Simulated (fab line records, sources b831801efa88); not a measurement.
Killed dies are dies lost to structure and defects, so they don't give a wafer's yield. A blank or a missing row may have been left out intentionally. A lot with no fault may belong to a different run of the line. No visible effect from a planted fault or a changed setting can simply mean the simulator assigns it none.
fab line records + flow sky130
record:
- lots: 11
- wafers: 33
- last_day: 49
route steps=708 shown LI_CONTACT@383 LOCAL_INTERCONNECT@388 CONTACT@406 PAD_OPEN@708
lots with no fault: from the same line, run without faults
start_h: the number of hours between the record's first day and the start of the first shown wafer of the lot + wait_h: time in hours since the lot's previous step + " same as the row above + L1.1+2: a row that stands for several wafers + - no value, or no start given + * or withheld: withheld + < > ~ a bound
route shown NAME@n: names a module that has steps shown in the file, with the first one's number in the route + usual: mean/standard deviation taken from wafers without a fault + same: alike in all rows + chamber/n: place in a boat + sites: each site's reading + _std_site: how widely they spread, as a standard deviation + _edge_site: mean of outer sites minus mean of inner sites + radius_mm: for every site, how far away it sits from the centre of the wafer + mask NAME#n: copy n + behind: tool/chamber where the wafer was last shaped + hold: cause of the lot's hold/its duration in hours/its outcome + device: transistor that didn't switch, given as n, p or np + end of line: the tests these same wafers got at the end of their route + a step without rows: its recipe alone + killed: not the wafer's yield, but the dies lost to structure and defects at the first sort + map: a wafer's dies, marking killed ones x, the rest . and places with no die _
set.NAME: the run value of the setting; set.NAME@STEP: its run value at that earlier step + model.NAME: the simulator's own value behind a step, which no gauge read
one table for each step of the route and one row for each wafer, over a sample of lots
services: when a tool's chamber went out of use (start_h, in hours from the record's first day, below 0 if earlier), for how many hours, and the reason
== steps ==
step: SKY_LI_CONTACT_CVD_21
recipe:
- material: W
- target_thk_nm: 400
- time_s: 120.56
- temp_c: 400
- pressure_torr: 40
usual:
- heater_power_w: 824/78
- susceptor_temp_C: 399.97/0.2
| lot.wafer | tool     | chamber | start_h | wait_h | heater_power_w | since_wet_clean_h | susceptor_temp_C |
|-----------|----------|---------|---------|--------|----------------|-------------------|------------------|
| L707.2    | cvd_w-02 | 1       | 695.88  | 0.0    | 753            | 292               | 399.93           |
| L707.3    | "        | 0       | "       | "      | 699            | -                 | 400.42           |
| L707.4    | "        | 1       | "       | "      | 764            | -                 | 400.21           |
| L710.1    | cvd_w-01 | 1       | 709.70  | 0.0    | 894            | 803               | 400.22           |
| L710.2    | "        | 0       | "       | "      | 874            | 803               | 399.62           |
| L710.5    | "        | 0       | "       | "      | 842            | -                 | 399.91           |
| L711.1    | cvd_w-01 | 0       | 719.69  | 0.0    | 864            | 813               | 399.98           |
| L711.2    | "        | 1       | "       | "      | 891            | 813               | 399.82           |
| L711.3    | "        | 1       | "       | "      | 885            | -                 | 399.56           |
| L713.1    | cvd_w-02 | 1       | 733.25  | 0.0    | 758            | 329               | 399.86           |
| L713.3    | "        | 1       | "       | "      | 767            | -                 | 399.74           |
| L713.6    | "        | 0       | "       | "      | 695            | -                 | 399.86           |
| L716.1    | cvd_w-01 | 1       | 752.98  | 0.0    | 910            | 846               | 400.04           |
| L716.2    | "        | 0       | "       | "      | 867            | 846               | 400.17           |
| L716.3    | "        | 0       | "       | "      | 862            | -                 | 400.05           |
| L719.1    | cvd_w-02 | 1       | 775.55  | 0.0    | 757            | 372               | 400.19           |
| L719.2    | "        | 0       | "       | "      | 711            | 372               | 400.02           |
| L719.5    | "        | 1       | "       | "      | 774            | -                 | 399.93           |
| L721.2    | cvd_w-01 | 1       | 795.63  | 0.0    | 896            | 889               | 399.71           |
| L721.4    | "        | 0       | "       | "      | 859            | -                 | 400.12           |
| L721.6    | "        | 1       | "       | "      | 913            | -                 | 400.02           |
| L722.4    | cvd_w-02 | 1       | 797.45  | 0.1    | 786            | -                 | 399.97           |
| L722.5    | "        | 0       | "       | "      | 709            | -                 | 399.86           |
| L722.6    | "        | 1       | "       | "      | 764            | -                 | 399.51           |
| L723.1    | cvd_w-01 | 1       | 814.18  | 0.0    | 907            | 907               | 400.07           |
| L723.5    | "        | 1       | "       | "      | 939            | -                 | 399.98           |
| L723.6    | "        | 0       | "       | "      | 869            | -                 | 399.91           |
| L724.1    | cvd_w-02 | 1       | 819.53  | 0.0    | 745            | 416               | 400.28           |
| L724.4    | "        | 1       | "       | "      | 778            | -                 | 400.44           |
| L724.5    | "        | 0       | "       | "      | 703            | -                 | 399.87           |
| L727.1    | cvd_w-01 | 0       | 830.80  | 0.0    | 875            | 924               | 399.85           |
| L727.3    | "        | 1       | "       | "      | 914            | -                 | 399.89           |
| L727.4    | "        | 0       | "       | "      | 855            | -                 | 399.48           |
step: SKY_LOCAL_INTERCONNECT_RS_MEAS_01
recipe:
- thk_meas_gauge: four-point-probe
- reads: TiN_of_LOCAL_INTERCONNECT_SPUTTER_00
usual:
- LOCAL_INTERCONNECT_TIN_RS: 14.15/0.13
| lot.wafer | tool          | chamber | start_h | wait_h | LOCAL_INTERCONNECT_TIN_RS[ohm/sq] |
|-----------|---------------|---------|---------|--------|-----------------------------------|
| L707.2    | film_metro-02 | -       | 696.70  | 0.1    | 13.92                             |
| L707.3    | "             | -       | "       | "      | 13.92                             |
| L707.4    | "             | -       | "       | "      | 14.03                             |
| L710.1    | film_metro-01 | -       | 710.65  | 0.0    | 14.01                             |
| L710.2    | "             | -       | "       | "      | 14.06                             |
| L710.5    | "             | -       | "       | "      | 14.05                             |
| L711.1    | film_metro-01 | -       | 720.36  | 0.0    | 14.24                             |
| L711.2    | "             | -       | "       | "      | 14.09                             |
| L711.3    | "             | -       | "       | "      | 14.19                             |
| L713.1    | film_metro-02 | -       | 733.92  | 0.0    | 14.13                             |
| L713.3    | "             | -       | "       | "      | 14.34                             |
| L713.6    | "             | -       | "       | "      | 14.19                             |
| L716.1    | film_metro-04 | -       | 753.65  | 0.0    | 14.37                             |
| L716.2    | "             | -       | "       | "      | 14.36                             |
| L716.3    | "             | -       | "       | "      | 14.49                             |
| L719.1    | film_metro-02 | -       | 776.22  | 0.0    | 14.13                             |
| L719.2    | "             | -       | "       | "      | 13.92                             |
| L719.5    | "             | -       | "       | "      | 14.20                             |
| L721.2    | film_metro-01 | -       | 796.32  | 0.1    | 14.13                             |
| L721.4    | "             | -       | "       | "      | 14.05                             |
| L721.6    | "             | -       | "       | "      | 14.21                             |
| L722.4    | film_metro-04 | -       | 798.17  | 0.1    | 14.26                             |
| L722.5    | "             | -       | "       | "      | 14.36                             |
| L722.6    | "             | -       | "       | "      | 14.32                             |
| L723.1    | film_metro-02 | -       | 814.85  | 0.0    | 14.19                             |
| L723.5    | "             | -       | "       | "      | 14.19                             |
| L723.6    | "             | -       | "       | "      | 14.17                             |
| L724.1    | film_metro-01 | -       | 820.20  | 0.0    | 14.40                             |
| L724.4    | "             | -       | "       | "      | 14.42                             |
| L724.5    | "             | -       | "       | "      | 14.31                             |
| L727.1    | film_metro-04 | -       | 831.47  | 0.0    | 14.24                             |
| L727.3    | "             | -       | "       | "      | 14.27                             |
| L727.4    | "             | -       | "       | "      | 14.39                             |
step: SKY_LOCAL_INTERCONNECT_CD_MEAS_11
recipe:
- target_cd_nm: 170
usual:
- cd_nm: 170.4/1.6
| lot.wafer | tool      | chamber | start_h | wait_h | cd_nm |
|-----------|-----------|---------|---------|--------|-------|
| L707.2    | cd_sem-01 | -       | 724.79  | -      | 170.3 |
| L707.3    | "         | -       | "       | "      | 169.8 |
| L707.4    | "         | -       | "       | "      | 171.0 |
| L710.1    | cd_sem-02 | -       | 738.87  | -      | 170.2 |
| L710.2    | "         | -       | "       | "      | 169.7 |
| L710.5    | "         | -       | "       | "      | 170.4 |
| L711.1    | cd_sem-02 | -       | 747.97  | -      | 171.8 |
| L711.2    | "         | -       | "       | "      | 173.1 |
| L711.3    | "         | -       | "       | "      | 172.8 |
| L713.1    | cd_sem-01 | -       | 762.12  | -      | 171.2 |
| L713.3    | "         | -       | "       | "      | 170.9 |
| L713.6    | "         | -       | "       | "      | 170.5 |
| L716.1    | cd_sem-01 | -       | 780.57  | -      | 170.1 |
| L716.2    | "         | -       | "       | "      | 169.8 |
| L716.3    | "         | -       | "       | "      | 170.4 |
| L719.1    | cd_sem-02 | -       | 802.62  | -      | 169.6 |
| L719.2    | "         | -       | "       | "      | 169.8 |
| L719.5    | "         | -       | "       | "      | 171.0 |
| L721.2    | cd_sem-01 | -       | 822.24  | -      | 170.6 |
| L721.4    | "         | -       | "       | "      | 170.7 |
| L721.6    | "         | -       | "       | "      | 173.0 |
| L722.4    | cd_sem-02 | -       | 824.78  | -      | 170.1 |
| L722.5    | "         | -       | "       | "      | 170.0 |
| L722.6    | "         | -       | "       | "      | 170.8 |
| L723.1    | cd_sem-01 | -       | 841.27  | -      | 166.5 |
| L723.5    | "         | -       | "       | "      | 165.8 |
| L723.6    | "         | -       | "       | "      | 166.9 |
| L724.1    | cd_sem-01 | -       | 845.62  | -      | 171.8 |
| L724.4    | "         | -       | "       | "      | 172.8 |
| L724.5    | "         | -       | "       | "      | 171.6 |
| L727.1    | cd_sem-02 | -       | 857.72  | -      | 170.9 |
| L727.3    | "         | -       | "       | "      | 171.5 |
| L727.4    | "         | -       | "       | "      | 170.2 |
step: SKY_CONTACT_CVD_00
recipe:
- material: Si3N4
- target_thk_nm: 75
- temp_c: 400
- time_s: withheld
- rf_w: 450
usual:
- heater_power_w: 653/55
- susceptor_temp_C: 399.97/0.22
| lot.wafer | tool     | chamber | start_h | wait_h | heater_power_w | susceptor_temp_C |
|-----------|----------|---------|---------|--------|----------------|------------------|
| L707.2    | pecvd-04 | 2       | 725.63  | 0.0    | 656            | 399.84           |
| L707.3    | "        | 0       | "       | "      | 582            | 400.37           |
| L707.4    | "        | 1       | "       | "      | 706            | 399.86           |
| L710.1    | pecvd-04 | 2       | 739.74  | 0.0    | 641            | 400.22           |
| L710.2    | "        | 0       | "       | "      | 682            | 400.25           |
| L710.5    | "        | 1       | "       | "      | 639            | 399.98           |
| L711.1    | pecvd-01 | 1       | 748.87  | 0.0    | 643            | 400.22           |
| L711.2    | "        | 2       | "       | "      | 763            | 400.20           |
| L711.3    | "        | 0       | "       | "      | 627            | 400.01           |
| L713.1    | pecvd-02 | 2       | 763.05  | 0.0    | 643            | 400.11           |
| L713.3    | "        | 1       | "       | "      | 560            | 400.11           |
| L713.6    | "        | 1       | "       | "      | 559            | 399.80           |
| L716.1    | pecvd-02 | 2       | 781.44  | 0.0    | 699            | 400.19           |
| L716.2    | "        | 0       | "       | "      | 689            | 399.74           |
| L716.3    | "        | 1       | "       | "      | 601            | 400.02           |
| L719.1    | pecvd-04 | 0       | 803.52  | 0.0    | 689            | 400.02           |
| L719.2    | "        | 1       | "       | "      | 717            | 400.01           |
| L719.5    | "        | 2       | "       | "      | 603            | 400.23           |
| L721.2    | pecvd-04 | 2       | 823.23  | 0.0    | 615            | 399.60           |
| L721.4    | "        | 1       | "       | "      | 683            | 399.82           |
| L721.6    | "        | 0       | "       | "      | 640            | 399.80           |
| L722.4    | pecvd-02 | 1       | 825.61  | 0.0    | 555            | 399.92           |
| L722.5    | "        | 0       | "       | "      | 703            | 399.47           |
| L722.6    | "        | 2       | "       | "      | 627            | 400.26           |
| L723.1    | pecvd-01 | 2       | 842.18  | 0.0    | 704            | 400.03           |
| L723.5    | "        | 2       | "       | "      | 722            | 400.10           |
| L723.6    | "        | 2       | "       | "      | 731            | 400.10           |
| L724.1    | pecvd-02 | 1       | 846.56  | 0.0    | 498            | 400.17           |
| L724.4    | "        | 0       | "       | "      | 622            | 400.27           |
| L724.5    | "        | 2       | "       | "      | 665            | 400.36           |
| L727.1    | pecvd-01 | 1       | 858.59  | 0.0    | 662            | 399.86           |
| L727.3    | "        | 0       | "       | "      | 660            | 399.59           |
| L727.4    | "        | 0       | "       | "      | 633            | 399.75           |
step: SKY_CONTACT_THK_MEAS_01
recipe:
- reads: Si3N4_of_CONTACT_CVD_00
usual:
- CONTACT_CVD_00_THK: 74.5/0.89
| lot.wafer | tool          | chamber | start_h | wait_h | CONTACT_CVD_00_THK[nm] |
|-----------|---------------|---------|---------|--------|------------------------|
| L707.2    | film_metro-03 | -       | 725.68  | -      | 73.4                   |
| L707.3    | "             | -       | "       | "      | 73.7                   |
| L707.4    | "             | -       | "       | "      | 75.2                   |
| L710.1    | film_metro-03 | -       | 739.77  | -      | 73.2                   |
| L710.2    | "             | -       | "       | "      | 72.9                   |
| L710.5    | "             | -       | "       | "      | 75.2                   |
| L711.1    | film_metro-03 | -       | 748.90  | -      | 74.7                   |
| L711.2    | "             | -       | "       | "      | 73.9                   |
| L711.3    | "             | -       | "       | "      | 74.2                   |
| L713.1    | film_metro-04 | -       | 763.08  | -      | 74.8                   |
| L713.3    | "             | -       | "       | "      | 74.7                   |
| L713.6    | "             | -       | "       | "      | 76.3                   |
| L716.1    | film_metro-03 | -       | 781.47  | -      | 73.5                   |
| L716.2    | "             | -       | "       | "      | 74.3                   |
| L716.3    | "             | -       | "       | "      | 74.0                   |
| L719.1    | film_metro-04 | -       | 803.55  | -      | 100.5                  |
| L719.2    | "             | -       | "       | "      | 74.6                   |
| L719.5    | "             | -       | "       | "      | 74.7                   |
| L721.2    | film_metro-01 | -       | 823.27  | -      | 73.4                   |
| L721.4    | "             | -       | "       | "      | 75.1                   |
| L721.6    | "             | -       | "       | "      | 101.0                  |
| L722.4    | film_metro-03 | -       | 825.66  | -      | 75.3                   |
| L722.5    | "             | -       | "       | "      | 75.1                   |
| L722.6    | "             | -       | "       | "      | 74.6                   |
| L723.1    | film_metro-04 | -       | 842.28  | -      | 74.2                   |
| L723.5    | "             | -       | "       | "      | 76.2                   |
| L723.6    | "             | -       | "       | "      | 74.7                   |
| L724.1    | film_metro-04 | -       | 846.60  | -      | 74.8                   |
| L724.4    | "             | -       | "       | "      | 74.4                   |
| L724.5    | "             | -       | "       | "      | 76.7                   |
| L727.1    | film_metro-04 | -       | 858.63  | -      | 73.5                   |
| L727.3    | "             | -       | "       | "      | 74.4                   |
| L727.4    | "             | -       | "       | "      | 76.1                   |
step: SKY_CONTACT_ETCH_18
recipe:
- target: Si3N4
- chemistry: CHF3/O2
- stop_on: TiN
- source_w: 600
- bias_w: 200
- pressure_mtorr: 40
- chf3_flow_sccm: 50
- O2_flow_sccm: 5
- time_s: 39
- target_depth_a: 750
usual:
- bias_w: 200.0/0.58
- chamber_pressure_mTorr: 40.00/0.04
- drypump_motor_current_A: 5.8/0.46
- oes_product_au: 0.852/0.0072
- throttle_valve_pct: 8.792/0.0091
| lot.wafer | tool        | chamber | start_h | wait_h | bias_w | chamber_pressure_mTorr | drypump_motor_current_A | oes_product_au | rf_hours_counter_h | throttle_valve_pct |
|-----------|-------------|---------|---------|--------|--------|------------------------|-------------------------|----------------|--------------------|--------------------|
| L707.2    | rie_diel-02 | 3       | -       | -      | 199.6  | 40.06                  | 6.1                     | 0.842          | 9                  | 8.787              |
| L707.3    | "           | 1       | "       | "      | 199.7  | 40.00                  | 6.6                     | 0.853          | 6                  | 8.798              |
| L707.4    | "           | 2       | "       | "      | 200.3  | 39.98                  | 5.9                     | 0.859          | 0                  | 8.780              |
| L710.1    | rie_diel-01 | 3       | -       | -      | 199.5  | 39.99                  | 5.1                     | 0.847          | 17                 | 8.791              |
| L710.2    | "           | 1       | "       | "      | 200.8  | 40.04                  | 5.2                     | 0.845          | 10                 | 8.807              |
| L710.5    | "           | 0       | "       | "      | 200.5  | 40.00                  | 5.7                     | 0.860          | -                  | 8.779              |
| L711.1    | rie_diel-04 | 2       | -       | -      | 199.6  | 40.01                  | 5.8                     | 0.851          | 1                  | 8.797              |
| L711.2    | "           | 0       | "       | "      | 199.5  | 39.94                  | 5.8                     | 0.846          | 13                 | 8.798              |
| L711.3    | "           | 3       | "       | "      | 200.4  | 39.96                  | 5.8                     | 0.857          | 5                  | 8.791              |
| L713.1    | rie_diel-02 | 2       | -       | -      | 199.4  | 39.99                  | 5.9                     | 0.847          | 2                  | 8.799              |
| L713.3    | "           | 3       | "       | "      | 201.1  | 40.02                  | 6.2                     | 0.847          | 11                 | 8.786              |
| L713.6    | "           | 3       | "       | "      | 200.4  | 39.94                  | 6.2                     | 0.857          | -                  | 8.801              |
| L716.1    | rie_diel-01 | 0       | -       | -      | 200.1  | 39.92                  | 5.8                     | 0.845          | 8                  | 8.802              |
| L716.2    | "           | 1       | "       | "      | 200.1  | 39.96                  | 5.2                     | 0.854          | 11                 | 8.790              |
| L716.3    | "           | 3       | "       | "      | 200.4  | 40.01                  | 5.0                     | 0.852          | 18                 | 8.797              |
| L719.1    | rie_diel-04 | 3       | -       | -      | 200.1  | 39.99                  | 5.8                     | 0.981          | 7                  | 8.832              |
| L719.2    | "           | 2       | "       | "      | 200.4  | 39.99                  | 5.9                     | 0.851          | 3                  | 8.787              |
| L719.5    | "           | 0       | "       | "      | 199.6  | 40.06                  | 5.8                     | 0.851          | -                  | 8.794              |
| L721.2    | rie_diel-04 | 1       | -       | -      | 199.9  | 39.96                  | 5.1                     | 0.844          | 18                 | 8.801              |
| L721.4    | "           | 2       | "       | "      | 199.9  | 40.06                  | 5.8                     | 0.862          | 4                  | 8.793              |
| L721.6    | "           | 0       | "       | "      | 200.2  | 39.93                  | 5.8                     | 0.994          | -                  | 8.823              |
| L722.4    | rie_diel-01 | 1       | -       | -      | 200.7  | 39.96                  | 5.2                     | 0.855          | 12                 | 8.795              |
| L722.5    | "           | 2       | "       | "      | 199.5  | 40.00                  | 5.3                     | 0.858          | -                  | 8.802              |
| L722.6    | "           | 3       | "       | "      | 200.5  | 39.99                  | 5.1                     | 0.856          | -                  | 8.791              |
| L723.1    | rie_diel-04 | 3       | -       | -      | 199.8  | 40.02                  | 5.8                     | 0.850          | 8                  | 8.797              |
| L723.5    | "           | 1       | "       | "      | 199.5  | 39.97                  | 5.1                     | 0.860          | -                  | 8.788              |
| L723.6    | "           | 0       | "       | "      | 200.0  | 39.96                  | 5.8                     | 0.856          | -                  | 8.779              |
| L724.1    | rie_diel-02 | 3       | -       | -      | 200.2  | 40.05                  | 6.1                     | 0.862          | 13                 | 8.799              |
| L724.4    | "           | 2       | "       | "      | 200.1  | 40.02                  | 5.9                     | 0.855          | 4                  | 8.797              |
| L724.5    | "           | 1       | "       | "      | 199.5  | 40.04                  | 6.6                     | 0.871          | -                  | 8.802              |
| L727.1    | rie_diel-02 | 1       | -       | -      | 199.6  | 39.96                  | 6.6                     | 0.855          | 9                  | 8.805              |
| L727.3    | "           | 3       | "       | "      | 200.5  | 39.99                  | 6.2                     | 0.849          | 14                 | 8.795              |
| L727.4    | "           | 0       | "       | "      | 200.2  | 40.08                  | 6.2                     | 0.862          | 23                 | 8.779              |
step: SKY_PAD_OPEN_PROBE_99
usual:
- killed_at_M0_to_M3: 44/7
- killed_at_M4_up: 3.4/1.7
- killed_at_contacts: 24/4.9
- killed_at_front_end: 15/4.5
- killed_at_other: 0.4/0.61
- killed_dies: 86/9.7
- killed_on_rim: 17/3.6
- killed_open: 47/7.1
- killed_short: 39/6.1
same:
- gross_dies: 492
- killed_at_back_side: 0
| lot.wafer | tool      | chamber | start_h | wait_h | killed_at_M0_to_M3 | killed_at_M4_up | killed_at_contacts | killed_at_front_end | killed_at_other | killed_dies | killed_on_rim | killed_open | killed_short |
|-----------|-----------|---------|---------|--------|--------------------|-----------------|--------------------|---------------------|-----------------|-------------|---------------|-------------|--------------|
| L719.1    | prober-02 | -       | 1147.21 | 0.1    | 45                 | 3               | 421                | 20                  | 0               | 489         | 95            | 49          | 43           |
| L719.2    | prober-02 | -       | 1147.26 | 0.1    | 36                 | 4               | 18                 | 16                  | 0               | 74          | 13            | 42          | 32           |
| L719.5    | prober-02 | -       | 1147.41 | 0.2    | 44                 | 4               | 29                 | 14                  | 0               | 91          | 17            | 50          | 41           |
| L721.2    | prober-02 | -       | 1162.90 | 0.1    | 39                 | 2               | 17                 | 12                  | 0               | 70          | 16            | 32          | 38           |
| L721.4    | prober-02 | -       | 1163.00 | 0.2    | 42                 | 1               | 25                 | 18                  | 1               | 87          | 18            | 42          | 45           |
| L721.6    | prober-02 | -       | 1163.10 | 0.2    | 41                 | 3               | 391                | 11                  | 0               | 446         | 61            | 47          | 28           |
| L723.1    | prober-02 | -       | 1174.85 | 0.1    | 29                 | 4               | 29                 | 16                  | 1               | 79          | 16            | 42          | 36           |
| L723.5    | prober-02 | -       | 1175.05 | 0.2    | 43                 | 5               | 31                 | 19                  | 0               | 98          | 16            | 61          | 37           |
| L723.6    | prober-02 | -       | 1175.10 | 0.2    | 33                 | 5               | 12                 | 10                  | 2               | 62          | 13            | 28          | 33           |
| L727.1    | prober-02 | -       | 1184.89 | 0.1    | 47                 | 4               | 36                 | 15                  | 0               | 102         | 23            | 61          | 41           |
| L727.3    | prober-02 | -       | 1184.99 | 0.2    | 46                 | 2               | 26                 | 23                  | 0               | 97          | 14            | 51          | 46           |
| L727.4    | prober-02 | -       | 1185.04 | 0.2    | 35                 | 3               | 21                 | 10                  | 1               | 70          | 15            | 38          | 31           |
killed by level:class
L719.1 CONTACT:area_etch=397 VIA1:geometric_particle:open=10 FIELD_ISO:geometric_particle:short=9 VIA2:geometric_particle:open=9 VIA3:geometric_particle:open=8 CONTACT:geometric_particle:short=7 FIELD_ISO:geometric_particle:open=6 LI_CONTACT:geometric_particle:open=5
L719.2 VIA1:geometric_particle:open=12 VIA3:geometric_particle:open=6 VIA2:geometric_particle:open=6 CONTACT:geometric_particle:short=5 POLY_GATE:geometric_particle:open=4 POLY_GATE:geometric_particle:short=4 METAL2:geometric_particle:short=4 FIELD_ISO:geometric_particle:open=3
L719.5 CONTACT:geometric_particle:open=11 VIA1:geometric_particle:open=10 VIA3:geometric_particle:open=7 LOCAL_INTERCONNECT:geometric_particle:short=6 FIELD_ISO:geometric_particle:open=5 VIA2:geometric_particle:open=5 CONTACT:geometric_particle:short=5 METAL2:geometric_particle:short=5
L721.2 VIA1:geometric_particle:open=9 FIELD_ISO:geometric_particle:short=7 METAL1:geometric_particle:short=6 LI_CONTACT:geometric_particle:open=5 CONTACT:geometric_particle:open=5 METAL2:geometric_particle:short=5 VIA2:geometric_particle:short=5 LOCAL_INTERCONNECT:geometric_particle:short=4
L721.4 VIA1:geometric_particle:open=11 CONTACT:geometric_particle:open=10 FIELD_ISO:geometric_particle:short=8 FIELD_ISO:geometric_particle:open=6 VIA1:geometric_particle:short=6 LOCAL_INTERCONNECT:geometric_particle:short=5 METAL2:geometric_particle:short=5 VIA3:geometric_particle:open=5
L721.6 CONTACT:area_etch=371 LI_CONTACT:geometric_particle:open=9 VIA1:geometric_particle:open=7 METAL1:geometric_particle:short=7 VIA3:geometric_particle:open=7 VIA2:geometric_particle:open=6 CONTACT:geometric_particle:open=4 VIA1:geometric_particle:short=4
L723.1 LI_CONTACT:geometric_particle:open=11 LOCAL_INTERCONNECT:geometric_particle:short=7 VIA3:geometric_particle:open=7 POLY_GATE:geometric_particle:open=6 CONTACT:geometric_particle:short=6 FIELD_ISO:geometric_particle:short=4 METAL2:geometric_particle:short=4 VIA2:geometric_particle:open=4
L723.5 LI_CONTACT:geometric_particle:open=12 CONTACT:geometric_particle:open=12 VIA1:geometric_particle:open=9 VIA3:geometric_particle:open=9 POLY_GATE:geometric_particle:open=7 VIA1:geometric_particle:short=6 METAL3:geometric_particle:short=5 FIELD_ISO:geometric_particle:open=3
L723.6 VIA1:geometric_particle:open=7 CONTACT:geometric_particle:short=6 VIA1:geometric_particle:short=6 VIA2:geometric_particle:open=5 FIELD_ISO:geometric_particle:short=4 POLY_GATE:geometric_particle:short=3 LI_CONTACT:geometric_particle:open=3 CONTACT:geometric_particle:open=3
L727.1 CONTACT:geometric_particle:open=15 VIA1:geometric_particle:open=13 VIA2:geometric_particle:open=10 VIA3:geometric_particle:open=8 POLY_GATE:geometric_particle:short=6 LOCAL_INTERCONNECT:geometric_particle:short=6 LI_CONTACT:geometric_particle:open=5 POLY_GATE:geometric_particle:open=4
L727.3 VIA1:geometric_particle:open=11 LI_CONTACT:geometric_particle:open=10 VIA1:geometric_particle:short=10 METAL1:geometric_particle:short=9 CONTACT:geometric_particle:open=8 FIELD_ISO:geometric_particle:open=7 METAL2:geometric_particle:short=7 FIELD_ISO:geometric_particle:short=5
L727.4 VIA1:geometric_particle:open=10 CONTACT:geometric_particle:open=9 METAL1:geometric_particle:short=6 LI_CONTACT:geometric_particle:open=5 VIA1:geometric_particle:short=5 METAL3:geometric_particle:short=3 VIA3:geometric_particle:open=3 FIELD_ISO:geometric_particle:short=2
== services ==
| tool        | chamber | start_h | hours | kind           |
|-------------|---------|---------|-------|----------------|
| pecvd-02    | -       | 683.20  | 5.5   | pm             |
| rie_diel-02 | 2       | 698.47  | -     | clean          |
| rie_diel-02 | 2       | 698.47  | 18.9  | scheduled_down |
| rie_diel-02 | 2       | 698.47  | 18.9  | vent_cycle     |
| cvd_w-01    | -       | 703.75  | 0.8   | repair         |
| pecvd-02    | 2       | 704.96  | 5.5   | scheduled_down |
| pecvd-01    | 2       | 710.00  | 8.7   | repair         |
| rie_diel-04 | 2       | 719.05  | -     | clean          |
| rie_diel-04 | 2       | 719.05  | 23.4  | scheduled_down |
| pecvd-01    | -       | 721.97  | 0.9   | repair         |
| rie_diel-02 | 0       | 725.64  | 8.3   | repair         |
| rie_diel-02 | 2       | 728.48  | 14.6  | repair         |
| rie_diel-02 | 1       | 735.44  | 3.3   | repair         |
| pecvd-02    | -       | 750.29  | 0.6   | repair         |
| pecvd-01    | -       | 778.71  | 0.7   | repair         |
| pecvd-02    | -       | 789.75  | 2.8   | pm             |
| cvd_w-01    | 1       | 791.64  | 3.2   | repair         |
| rie_diel-01 | 1       | 793.97  | 5.2   | repair         |
| pecvd-01    | -       | 796.54  | 1.1   | repair         |
| rie_diel-02 | 0       | 836.78  | 28.9  | repair         |
| pecvd-02    | 1       | 839.13  | 1.9   | repair         |
| pecvd-01    | 0       | 840.50  | 6.2   | repair         |
| rie_diel-02 | -       | 842.66  | 2.6   | repair         |
| rie_diel-01 | 2       | 879.06  | 41.8  | repair         |
== key ==
first_sign:
- step: SKY_CONTACT_THK_MEAS_01
- reading: CONTACT_CVD_00_THK
- direction: up
- sigmas: 30
- usual: 74.5
- struck: 100.8
effect:
- step: SKY_CONTACT_ETCH_18
- reading: oes_product_au
- direction: up
- sigmas: 19
- usual: 0.852
- struck: 0.987
effect:
- step: SKY_PAD_OPEN_PROBE_99
- reading: killed_at_contacts
- direction: up
- sigmas: 78
- usual: 24
- struck: 406
more_kills_born_at:
- SKY_CONTACT_ETCH_18@rie_diel-04: 768
met_at SKY_CONTACT_CVD_00
struck_lots L719,L721
struck_wafers L719.1,L721.6
later_rows_left_out L719.1,L721.6
tester_left_out L719,L721
not_acting_at SKY_LI_CONTACT_CVD_21,SKY_LOCAL_INTERCONNECT_RS_MEAS_01,SKY_LOCAL_INTERCONNECT_CD_MEAS_11
onset_between 739.74 803.52
fault:
- kind: process_parameter_drift
- tool: pecvd-04
- chamber: 0
- onset_h: 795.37
- steps: SKY_CONTACT_CVD_00
- channel: target_thk_nm
- offset: 25.994
- shape: step
- end_h: 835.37
- acts_in: these_recipes_only
- stated: 75
tester_left_out: of these lots the tester's yield and bins aren't shown, on N5 and GAA mostly nor the transistor test; their killed dies are dies lost to structure and defects alone, not to doping, threshold or leakage, so they don't give the yield
later_rows_left_out: the simulator's readings of these wafers behind a module that went badly wrong aren't trusted and aren't shown, but for the sort
